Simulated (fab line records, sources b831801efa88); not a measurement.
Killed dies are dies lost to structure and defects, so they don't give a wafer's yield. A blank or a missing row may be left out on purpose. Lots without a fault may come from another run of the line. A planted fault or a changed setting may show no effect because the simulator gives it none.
fab line records | flow sfq_line | part 1 of 2: steps 1 to 27 of 38
record lots=5 wafers=15 last_day=82
route steps=325 shown L0V@27 M0@28 I0@43 M1@58
lots that met no fault: from a run of the same line without faults
start_h: hours from the record's first day to the start of the lot's first wafer shown | wait_h: hours since the lot's step before | " the same as in the row above | L1.1+2: a row that stands for several wafers | - no value, or no start given | * or withheld: withheld | < > ~ a bound
route shown NAME@n: a module of which the file shows steps, and the number in the route of the first | usual: mean/standard deviation of fault-free wafers | same: alike in all rows | chamber/n: place in a boat | sites: the reading at each site | _std_site: their standard deviation | _edge_site: outer sites' mean less inner sites' | radius_mm: how far each site lies from the wafer's centre | mask NAME#n: copy n | behind: the tool/chamber that last shaped the wafer | hold: why the lot was held/for how many hours/how that ended | device: the transistor (n, p or np) that didn't switch | end of line: the same wafers' tests at the end of the route | a step without rows: its recipe alone | killed: dies lost to structure and defects at the first sort, not the wafer's yield | map: a wafer's dies, x killed, . not, _ none there
set.NAME: the setting as run; set.NAME@STEP: as run at that earlier step | model.NAME: the simulator's own value behind a step, which no gauge read
lots at some steps of the route; a table a step, a row a wafer
services: from which hour (start_h, from the record's first day; less than 0 if before it) a tool's chamber was out of use, for how many hours, and why
## steps
# step SFQ_TRILAYER_L0_VIA_STRIP_SOLV_CLEAN_018
# recipe chemistry=NMP temp_c=70 time_s=600
# columns lot.wafer tool chamber start_h wait_h
L076.1+4+6 wet_bench-04 6,4,5 168.86 0.4
L081.4+5+6 wet_bench-04 4,3,0 208.43 0.2
L085.1+4+5 wet_bench-03 3,1,5 227.73 0.4
L088.2+4+6 wet_bench-02 4,5,6 246.93 0.4
L089.1+2+4 wet_bench-02 2,0,4 257.73 0.4
# step SFQ_TRILAYER_M0_DEP_PRE_CLEAN_020
# recipe gas=Ar time_s=15 bias_v=250
# columns lot.wafer tool chamber start_h wait_h
L076.1+4+6 pvd_sputter-05 - 169.04 0.0
L081.4+5+6 pvd_sputter-06 - 208.61 0.0
L085.1+4+5 pvd_sputter-05 - 227.91 0.0
L088.2+4+6 pvd_sputter-04 - 247.11 0.0
L089.1+2+4 pvd_sputter-06 - 257.91 0.0
# step SFQ_TRILAYER_M0_DEP_SPUTTER_019
# recipe material=Nb base_pressure_pa=1.33e-06 chamber_pressure_pa=0.1333 substrate_temp_c=20 resputter_cathode_voltage_v=400 target_thk_nm=200 power_w=2000 time_s=133.3
# usual chamber_pressure_pa=0.13328/0.00024 throttle_valve_pct=29.7/0.76
# columns lot.wafer tool chamber start_h wait_h chamber_pressure_pa throttle_valve_pct
L076.1 pvd_sputter-05 - 169.06 0.0 0.13318 28.6
L076.4 " - " " 0.13323 29.7
L076.6 " - " " 0.1332 29.4
L081.4 pvd_sputter-06 - 208.63 0.0 0.13292 29.9
L081.5 " - " " 0.1334 28.5
L081.6 " - " " 0.13376 29.6
L085.1 pvd_sputter-05 - 227.93 0.0 0.13325 29.9
L085.4 " - " " 0.13323 29.6
L085.5 " - " " 0.13284 29.6
L088.2 pvd_sputter-04 - 247.13 0.0 0.13336 31.1
L088.4 " - " " 0.13323 30.4
L088.6 " - " " 0.13302 30.5
L089.1 pvd_sputter-06 - 257.93 0.0 0.13295 29.6
L089.2 " - " " 0.13342 29.5
L089.4 " - " " 0.13256 29.8
# step SFQ_M0_RS_MEAS_904
# recipe thk_meas_gauge=four-point-probe reads=Nb_of_TRILAYER_M0_DEP_SPUTTER_019
# usual M0_NB_RS=0.892/0.01
# columns lot.wafer tool chamber start_h wait_h M0_NB_RS[ohm/sq]
L076.1 film_metro-01 - 169.15 0.0 0.883
L076.4 " - " " 0.895
L076.6 " - " " 0.892
L081.4 film_metro-01 - 208.78 0.1 0.887
L081.5 " - " " 0.900
L081.6 " - " " 0.893
L085.1 film_metro-03 - 228.02 0.0 0.906
L085.4 " - " " 0.900
L085.5 " - " " 0.899
L088.2 film_metro-01 - 247.24 0.1 0.886
L088.4 " - " " 0.890
L088.6 " - " " 0.897
L089.1 film_metro-03 - 258.02 0.0 0.866
L089.2 " - " " 0.880
L089.4 " - " " 0.895
# step SFQ_TRILAYER_M0_LITHO_COAT_026
# recipe resist=BARC spin_rpm=3000 resist_thk_nm=62
# usual spin_speed_rpm=3000.0/1.8
# columns lot.wafer tool chamber start_h wait_h spin_speed_rpm
L076.1 litho_track-02 0 169.33 0.1 3002.1
L076.4 " 0 " " 3001.5
L076.6 " 0 " " 3003.0
L081.4 litho_track-03 0 209.05 0.2 2999.3
L081.5 " 0 " " 2996.7
L081.6 " 0 " " 3000.2
L085.1 litho_track-01 0 228.21 0.1 3000.1
L085.4 " 0 " " 3000.8
L085.5 " 0 " " 3003.1
L088.2 litho_track-02 0 247.45 0.1 3002.5
L088.4 " 0 " " 3002.4
L088.6 " 0 " " 3001.2
L089.1 litho_track-01 0 258.20 0.1 2999.0
L089.2 " 0 " " 3000.1
L089.4 " 0 " " 3001.0
# step SFQ_TRILAYER_M0_LITHO_COAT_021
# recipe resist=KrF spin_rpm=3000 resist_thk_nm=600
# usual spin_speed_rpm=3000.4/1.7
# columns lot.wafer tool chamber start_h wait_h spin_speed_rpm
L076.1 litho_track-02 0 169.63 0.2 3001.6
L076.4 " 0 " " 2999.2
L076.6 " 0 " " 2999.2
L081.4 litho_track-03 0 209.35 0.2 2998.6
L081.5 " 0 " " 3000.4
L081.6 " 0 " " 3002.5
L085.1 litho_track-01 0 228.51 0.2 3001.2
L085.4 " 0 " " 3000.1
L085.5 " 0 " " 3002.1
L088.2 litho_track-02 0 247.75 0.2 3003.1
L088.4 " 0 " " 3004.1
L088.6 " 0 " " 3004.8
L089.1 litho_track-01 0 258.50 0.2 3000.9
L089.2 " 0 " " 3001.1
L089.4 " 0 " " 3001.9
# step SFQ_TRILAYER_M0_LITHO_SOFTBAKE_025
# recipe temp_c=withheld time_s=withheld resist=KrF
# columns lot.wafer tool chamber start_h wait_h
L076.1+4+6 litho_track-02 0 169.93 0.2
L081.4+5+6 litho_track-03 0 209.58 0.2
L085.1+4+5 litho_track-01 0 228.81 0.2
L088.2+4+6 litho_track-02 0 248.03 0.2
L089.1+2+4 litho_track-01 0 258.80 0.2
# step SFQ_TRILAYER_M0_LITHO_EXPOSE_022
# recipe mask_id=M0 na=0.6 source_shape=conventional sigma_outer=0.65 target_cd_nm=500 dose_mj=14.4
# same sigma_outer=0.65
# columns lot.wafer tool chamber start_h wait_h mask
L076.1+4+6 krf_scanner-02 0 257.91 - M0#0
L081.4+5+6 krf_scanner-01 0 309.78 - M0#0
L085.1+4+5 krf_scanner-01 0 341.58 - M0#0
L088.2+4+6 krf_scanner-02 0 366.76 - M0#0
L089.1+2+4 krf_scanner-02 0 379.76 - M0#0
# step SFQ_TRILAYER_M0_LITHO_PEB_024
# recipe peb_temp_c=115 peb_time_s=60 resist=KrF
# columns lot.wafer tool chamber start_h wait_h
L076.1+4+6 litho_track-03 0 259.11 1.0
L081.4+5+6 litho_track-03 0 310.46 0.5
L085.1+4+5 litho_track-02 0 342.78 1.0
L088.2+4+6 litho_track-01 0 367.78 0.8
L089.1+2+4 litho_track-01 0 380.96 1.0
# step SFQ_TRILAYER_M0_LITHO_DEVELOP_023
# recipe time_s=60 resist=KrF
# columns lot.wafer tool chamber start_h wait_h
L076.1+4+6 litho_track-03 0 259.26 0.1
L081.4+5+6 litho_track-03 0 310.61 0.1
L085.1+4+5 litho_track-02 0 342.93 0.1
L088.2+4+6 litho_track-01 0 367.93 0.1
L089.1+2+4 litho_track-01 0 381.11 0.1
# step SFQ_M0_OVL_MEAS_906
# usual M0_OVL=0/5.7
# columns lot.wafer tool chamber start_h wait_h M0_OVL[nm]
L076.1 overlay-01 - 259.41 0.1 1
L076.4 " - " " 6
L076.6 " - " " -8
L081.4 overlay-02 - 310.70 0.1 0
L081.5 " - " " -5
L081.6 " - " " 3
L085.1 overlay-01 - 343.08 0.1 11
L085.4 " - " " 2
L085.5 " - " " 14
L088.2 overlay-02 - 368.06 0.1 6
L088.4 " - " " 8
L088.6 " - " " 5
L089.1 overlay-02 - 381.26 0.1 0
L089.2 " - " " -2
L089.4 " - " " -1
# step SFQ_TRILAYER_M0_BARC_OPEN_METAL_ETCH_031
# recipe mask_material=PR chemistry=O2 target_depth_nm=125 target=BARC icp_w=600 bias_w=80 pressure_mtorr=10 time_s=41.7
# usual bias_w=79.95/0.24 drypump_motor_current_A=6.09/0.28 he_backside_leak_sccm=3.45/0.19 oes_product_au=0.685/0.0048
# columns lot.wafer tool chamber start_h wait_h bias_w drypump_motor_current_A he_backside_leak_sccm oes_product_au rf_hours_counter_h
L076.1 rie_metal-03 0 259.45 0.0 79.77 6.61 3.37 0.686 39
L076.4 " 0 " " 79.48 6.58 3.49 0.690 -
L076.6 " 1 " " 80.16 5.74 3.30 0.685 -
L081.4 rie_metal-02 1 310.74 0.0 79.58 5.91 3.18 0.687 -
L081.5 " 1 " " 79.82 5.90 3.29 0.678 -
L081.6 " 0 " " 80.05 6.23 3.64 0.690 -
L085.1 rie_metal-01 1 343.12 0.0 80.41 6.07 3.48 0.685 138
L085.4 " 1 " " 80.27 6.08 3.48 0.688 -
L085.5 " 0 " " 80.25 5.94 3.43 0.682 -
L088.2 rie_metal-03 1 368.09 0.0 79.94 5.73 3.26 0.684 52
L088.4 " 1 " " 79.68 5.73 3.22 0.678 -
L088.6 " 1 " " 79.76 5.71 3.31 0.691 -
L089.1 rie_metal-02 1 381.29 0.0 80.01 5.88 3.29 0.687 35
L089.2 " 0 " " 79.83 6.23 3.75 0.680 92
L089.4 " 1 " " 79.43 5.88 3.34 0.691 -
# step SFQ_TRILAYER_M0_ETCH_METAL_ETCH_024
# recipe target=Nb stop_on=SiO2 mask_material=PR chemistry=Cl2/Ar target_depth_nm=240 icp_w=600 bias_w=80 pressure_mtorr=10 time_s=120
# usual bias_w=80.02/0.28 drypump_motor_current_A=6.09/0.29 he_backside_leak_sccm=3.45/0.21 oes_product_au=0.893/0.0067
# columns lot.wafer tool chamber start_h wait_h bias_w drypump_motor_current_A he_backside_leak_sccm oes_product_au rf_hours_counter_h
L076.1 rie_metal-03 0 259.51 0.0 80.21 6.57 3.27 0.893 39
L076.4 " 0 " " 80.09 6.60 4.85 0.897 -
L076.6 " 1 " " 79.78 5.72 3.54 0.896 -
L081.4 rie_metal-02 1 310.82 0.1 80.10 5.91 3.40 0.900 -
L081.5 " 1 " " 80.26 5.89 3.18 0.885 -
L081.6 " 0 " " 80.02 6.25 3.74 0.903 -
L085.1 rie_metal-01 1 343.18 0.0 79.51 6.10 3.38 0.881 138
L085.4 " 1 " " 80.02 6.09 3.39 0.893 -
L085.5 " 0 " " 80.03 5.94 3.38 0.890 -
L088.2 rie_metal-03 1 368.15 0.0 80.10 5.75 3.36 0.895 52
L088.4 " 1 " " 80.09 5.73 3.37 0.893 -
L088.6 " 1 " " 80.24 5.74 3.35 0.891 -
L089.1 rie_metal-02 1 381.35 0.0 80.20 5.86 3.28 0.909 35
L089.2 " 0 " " 80.15 6.27 3.55 0.903 92
L089.4 " 1 " " 80.29 5.88 3.31 0.886 -
# step SFQ_TRILAYER_M0_STRIP_STRIP_025
# recipe gas=O2 power_w=200 platen_temp_c=40 overash_fraction=0.65 chemistry=O2 pressure_mtorr=50
# usual drypump_motor_current_A=6.09/0.29 he_backside_leak_sccm=3.45/0.18 oes_product_au=1.001/0.0097
# columns lot.wafer tool chamber start_h wait_h drypump_motor_current_A he_backside_leak_sccm oes_product_au rf_hours_counter_h
L076.1 rie_metal-03 0 259.63 0.1 6.60 3.50 0.976 39
L076.4 " 0 " " 6.60 3.42 0.975 -
L076.6 " 1 " " 5.73 3.40 0.993 -
L081.4 rie_metal-02 1 311.11 0.2 5.88 3.24 1.015 -
L081.5 " 1 " " 5.90 3.30 1.016 -
L081.6 " 0 " " 6.29 3.77 1.001 -
L085.1 rie_metal-01 1 343.31 0.1 6.06 3.77 0.994 138
L085.4 " 1 " " 6.08 3.62 0.987 -
L085.5 " 0 " " 5.97 3.34 1.008 -
L088.2 rie_metal-03 1 368.28 0.1 5.72 3.51 1.012 52
L088.4 " 1 " " 5.74 3.52 1.008 -
L088.6 " 1 " " 5.72 3.65 1.001 -
L089.1 rie_metal-02 1 381.48 0.1 5.89 3.17 1.002 35
L089.2 " 0 " " 6.22 3.64 0.996 92
L089.4 " 1 " " 5.86 3.22 1.012 -
# step SFQ_TRILAYER_M0_STRIP_SOLV_CLEAN_026
# recipe chemistry=NMP temp_c=70 time_s=600
# columns lot.wafer tool chamber start_h wait_h
L076.1+4+6 wet_bench-03 3,7,6 260.23 0.4
L081.4+5+6 wet_bench-03 2,1,3 311.51 0.2
L085.1+4+5 wet_bench-03 0,2,3 343.91 0.4
L088.2+4+6 wet_bench-02 1,2,3 368.88 0.4
L089.1+2+4 wet_bench-01 6,7,5 382.08 0.4
# step SFQ_TRILAYER_I0_DEP_PECVD_027
# recipe material=SiO2 temp_c=150 time_s=111.11 pressure_torr=2.4 rf_w=183.3 precursor=SiH4/N2O target_thk_nm=500
# usual heater_power_w=84/18 showerhead_vpp_V=856/28 throttle_valve_pct=24.4/1.5
# columns lot.wafer tool chamber start_h wait_h heater_power_w showerhead_vpp_V throttle_valve_pct
L076.1 pecvd-04 2 260.42 0.0 87 820 24.4
L076.4 " 1 " " 67 828 25.8
L076.6 " 2 " " 88 825 24.2
L081.4 pecvd-03 1 311.72 0.0 120 862 22.7
L081.5 " 2 " " 86 878 24.0
L081.6 " 0 " " 105 826 22.2
L085.1 pecvd-04 1 344.08 0.0 69 834 25.8
L085.4 " 1 " " 69 831 26.3
L085.5 " 0 " " 51 913 26.7
L088.2 pecvd-04 1 369.05 0.0 69 841 26.2
L088.4 " 1 " " 69 831 25.9
L088.6 " 0 " " 58 899 26.7
L089.1 pecvd-03 0 382.27 0.0 97 829 22.0
L089.2 " 2 " " 78 908 24.6
L089.4 " 2 " " 82 886 24.6
# step SFQ_TRILAYER_I0_CMP_CMP_028
# recipe material=SiO2 down_force_psi=3 platen_rpm=60 pad_velocity_m_s=0.94248
# usual motor_current_A=10.5/1.4 time_to_endpoint_s=215/8.2
# columns lot.wafer tool chamber start_h wait_h motor_current_A time_to_endpoint_s
L076.1 cmp-01 2 260.50 0.0 9.0 224
L076.4 " 0 261.50 1.0 10.4 227
L076.6 " 3 263.00 2.5 9.6 217
L081.4 cmp-02 3 324.22 12.5 10.5 213
L081.5 " 1 325.22 13.5 13.6 221
L081.6 " 2 " " 9.8 221
L085.4 cmp-01 2 351.01 6.8 9.8 219
L085.1 " 0 352.01 7.9 9.9 210
L085.5 " 2 353.01 8.8 9.6 227
L088.2 cmp-01 2 369.13 0.0 9.7 216
L088.4 " 0 370.13 1.0 10.4 211
L088.6 " 3 371.63 2.5 9.7 210
L089.4 cmp-02 1 382.35 0.0 13.3 215
L089.1 " 2 " " 10.1 204
L089.2 " 3 " " 10.9 197
# step SFQ_I0_BOW_MEAS_907
# recipe mode=bow
# usual I0_BOW=2/7.2
# columns lot.wafer tool chamber start_h wait_h I0_BOW[um]
L076.1 film_metro-02 - 263.50 2.5 1
L076.4 " - " " 5
L076.6 " - " " 12
L081.4 film_metro-02 - 326.28 1.6 -1
L081.5 " - " " 8
L081.6 " - " " 6
L085.1 film_metro-04 - 353.51 1.0 1
L085.4 " - " " -8
L085.5 " - " " -5
L088.2 film_metro-02 - 372.15 2.5 6
L088.4 " - " " 9
L088.6 " - " " -2
L089.1 film_metro-02 - 385.35 2.0 -1
L089.2 " - " " 5
L089.4 " - " " 9
# step SFQ_TRILAYER_I0_METRO_MEASURE_029
# usual thk_nm=199.7/1
# columns lot.wafer tool chamber start_h wait_h thk_nm
L076.1 film_metro-02 - 263.62 0.1 201.9
L076.4 " - " " 199.7
L076.6 " - " " 199.5
L081.4 film_metro-02 - 326.94 0.6 197.2
L081.5 " - " " 201.0
L081.6 " - " " 199.8
L085.1 film_metro-04 - 353.63 0.1 198.4
L085.4 " - " " 199.5
L085.5 " - " " 199.7
L088.2 film_metro-02 - 372.45 0.3 199.5
L088.4 " - " " 198.6
L088.6 " - " " 198.4
L089.1 film_metro-02 - 385.47 0.1 199.0
L089.2 " - " " 199.3
L089.4 " - " " 200.8
# step SFQ_TRILAYER_I0_VIA_LITHO_COAT_036
# recipe resist=BARC spin_rpm=3000 resist_thk_nm=62
# usual spin_speed_rpm=2999.8/1.8
# columns lot.wafer tool chamber start_h wait_h spin_speed_rpm
L076.1 litho_track-04 0 264.82 1.0 2998.2
L076.4 " 0 " " 2999.2
L076.6 " 0 " " 2997.5
L081.4 litho_track-01 0 327.90 0.8 3001.8
L081.5 " 0 " " 2999.1
L081.6 " 0 " " 3001.1
L085.1 litho_track-04 0 354.83 1.0 2999.6
L085.4 " 0 " " 2999.8
L085.5 " 0 " " 3003.1
L088.2 litho_track-03 0 373.50 0.8 3002.2
L088.4 " 0 " " 3000.4
L088.6 " 0 " " 2999.0
L089.1 litho_track-04 0 386.67 1.0 3001.6
L089.2 " 0 " " 2999.4
L089.4 " 0 " " 2999.2
# step SFQ_TRILAYER_I0_VIA_LITHO_COAT_031
# recipe resist=KrF spin_rpm=3000 resist_thk_nm=650
# usual spin_speed_rpm=3000.3/2
# columns lot.wafer tool chamber start_h wait_h spin_speed_rpm
L076.1 litho_track-04 0 265.12 0.2 2996.1
L076.4 " 0 " " 2999.7
L076.6 " 0 " " 3002.8
L081.4 litho_track-01 0 328.20 0.2 2998.8
L081.5 " 0 " " 2998.8
L081.6 " 0 " " 2999.0
L085.1 litho_track-04 0 355.13 0.2 2996.0
L085.4 " 0 " " 2998.3
L085.5 " 0 " " 2999.4
L088.2 litho_track-03 0 373.80 0.2 3000.8
L088.4 " 0 " " 2998.9
L088.6 " 0 " " 3001.1
L089.1 litho_track-04 0 386.97 0.2 2998.7
L089.2 " 0 " " 3003.3
L089.4 " 0 " " 2999.2
# step SFQ_TRILAYER_I0_VIA_LITHO_SOFTBAKE_035
# recipe temp_c=withheld time_s=withheld resist=KrF
# columns lot.wafer tool chamber start_h wait_h
L076.1+4+6 litho_track-04 0 265.42 0.2
L081.4+5+6 litho_track-01 0 328.42 0.2
L085.1+4+5 litho_track-04 0 355.43 0.2
L088.2+4+6 litho_track-03 0 374.07 0.2
L089.1+2+4 litho_track-04 0 387.27 0.2
# step SFQ_TRILAYER_I0_VIA_LITHO_EXPOSE_032
# recipe mask_id=I0 na=0.6 source_shape=conventional sigma_outer=0.65 target_cd_nm=500 dose_mj=21.3
# same sigma_outer=0.65
# columns lot.wafer tool chamber start_h wait_h mask
L076.1+4+6 krf_scanner-02 0 385.76 - I0#0
L081.4+5+6 krf_scanner-02 0 457.33 - I0#0
L085.1+4+5 krf_scanner-01 0 477.57 - I0#0
L088.2+4+6 krf_scanner-01 0 481.37 - I0#0
L089.1+2+4 krf_scanner-01 0 482.37 - I0#0
# step SFQ_TRILAYER_I0_VIA_LITHO_PEB_034
# recipe peb_temp_c=115 peb_time_s=60 resist=KrF
# columns lot.wafer tool chamber start_h wait_h
L076.1+4+6 litho_track-01 0 386.96 1.0
L081.4+5+6 litho_track-01 0 458.01 0.5
L085.1+4+5 litho_track-04 0 478.77 1.0
L088.2+4+6 litho_track-04 0 482.39 0.8
L089.1+2+4 litho_track-01 0 483.57 1.0
# step SFQ_TRILAYER_I0_VIA_LITHO_DEVELOP_033
# recipe time_s=60 resist=KrF
# columns lot.wafer tool chamber start_h wait_h
L076.1+4+6 litho_track-01 0 387.11 0.1
L081.4+5+6 litho_track-01 0 458.16 0.1
L085.1+4+5 litho_track-04 0 478.92 0.1
L088.2+4+6 litho_track-04 0 482.54 0.1
L089.1+2+4 litho_track-01 0 483.72 0.1
# step SFQ_I0_OVL_MEAS_908
# usual I0_OVL=0/5.1
# columns lot.wafer tool chamber start_h wait_h I0_OVL[nm]
L076.1 overlay-02 - 387.26 0.1 -5
L076.4 " - " " -7
L076.6 " - " " -11
L081.4 overlay-01 - 458.25 0.1 4
L081.5 " - " " 4
L081.6 " - " " 4
L085.1 overlay-02 - 479.07 0.1 -5
L085.4 " - " " -1
L085.5 " - " " -4
L088.2 overlay-02 - 482.68 0.1 2
L088.4 " - " " -6
L088.6 " - " " -5
L089.1 overlay-02 - 483.87 0.1 -4
L089.2 " - " " -7
L089.4 " - " " -6
# step SFQ_TRILAYER_I0_VIA_BARC_OPEN_VIA_ETCH_046
# recipe mask_material=PR chemistry=O2 target_depth_nm=125 target=BARC source_w=500 bias_w=80 pressure_mtorr=30 time_s=41.7
# usual bias_w=80.00/0.23 drypump_motor_current_A=5.5/0.47 oes_product_au=0.685/0.0046
# columns lot.wafer tool chamber start_h wait_h bias_w drypump_motor_current_A oes_product_au rf_hours_counter_h
L076.1 rie_diel-02 0 387.29 0.0 80.07 5.5 0.690 102
L076.4 " 3 " " 79.79 5.8 0.689 107
L076.6 " 1 " " 80.09 5.0 0.689 -
L081.4 rie_diel-01 0 458.27 0.0 80.02 5.6 0.691 3
L081.5 " 3 " " 80.13 5.3 0.674 -
L081.6 " 0 " " 80.18 5.7 0.688 -
L085.1 rie_diel-04 0 479.11 0.0 80.30 5.7 0.684 23
L085.4 " 1 " " 80.13 5.3 0.684 11
L085.5 " 3 " " 80.09 6.0 0.687 -
L088.2 rie_diel-04 1 482.71 0.0 79.87 5.4 0.679 11
L088.4 " 2 " " 79.84 5.3 0.686 82
L088.6 " 0 " " 79.87 5.7 0.689 -
L089.1 rie_diel-02 0 483.91 0.0 79.63 5.5 0.695 103
L089.2 " 1 " " 80.11 5.0 0.685 3
L089.4 " 2 " " 80.13 5.0 0.690 -
